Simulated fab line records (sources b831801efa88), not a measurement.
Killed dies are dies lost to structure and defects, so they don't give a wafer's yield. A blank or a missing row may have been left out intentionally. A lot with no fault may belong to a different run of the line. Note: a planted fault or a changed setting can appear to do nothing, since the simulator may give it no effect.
What tool caused it? | flow sky130 | 36 wafers sampled from 12 lots at 1 step of a route of 708

== WHAT THE GAUGES SHOWED, per wafer ==
SKY_LI_CONTACT_OVL_MEAS_13.
lot  | measured     | on         | LI_CONTACT_OVL (nm)
L895 | day 29 00:13 | overlay-01 | 5 8 5
L896 | day 29 06:31 | overlay-02 | 3 4 3
L898 | day 29 23:34 | overlay-02 | 1 -2 -7
L899 | day 30 09:34 | overlay-01 | -4 -8 -10
L900 | day 30 20:16 | overlay-02 | 5 6 7
L901 | day 30 22:19 | overlay-02 | -5 0 3
L902 | day 31 14:25 | overlay-02 | -2 -10 -8
L904 | day 32 08:49 | overlay-01 | 2 3 -1
L907 | day 33 07:32 | overlay-01 | 4 5 12
L913 | day 34 22:16 | overlay-02 | -5 0 4
L916 | day 35 22:29 | overlay-02 | -4 1 -9
L917 | day 36 05:23 | overlay-01 | -2 7 -6

== TOOL THAT RAN EACH LOT (tool first, then ch and the chambers of the sampled wafers, then the start) ==
The record holds no process step before these readings.

== WHAT THE TOOLS THEMSELVES READ (means of the sampled wafers that have a number; where no wafer has one, the mark that the record gives instead) ==
The record holds no such reading with a usual standard deviation.

== THE ANSWER, worked out from the rows above alone ==
Rule: the usual values come from the lots themselves. The widest of any qualifying gaps counts: lots, ordered by their means at a reading, are off when they make up no more than a third of the lots, leave a main group of 4 or more, and stand apart from it by 3 or more times the standard deviation of that group's means. A main group whose means are all the same, to the digits that the tables above print for the reading, isn't used. Also off: a lot with no number at a reading for which 4 or more lots have one. All remaining lots with rows at the step are treated as sound. First the gauges in route order, then the tools' own readings, where a lot's mean is used as printed above. The first step at which some lot is off is used, and at that step the reading that is off furthest; a lot without a number counts as furthest.
None of the lots is off at any reading shown; this tells nothing.

== WHAT HAD BEEN PUT IN BY THE SIMULATOR ==
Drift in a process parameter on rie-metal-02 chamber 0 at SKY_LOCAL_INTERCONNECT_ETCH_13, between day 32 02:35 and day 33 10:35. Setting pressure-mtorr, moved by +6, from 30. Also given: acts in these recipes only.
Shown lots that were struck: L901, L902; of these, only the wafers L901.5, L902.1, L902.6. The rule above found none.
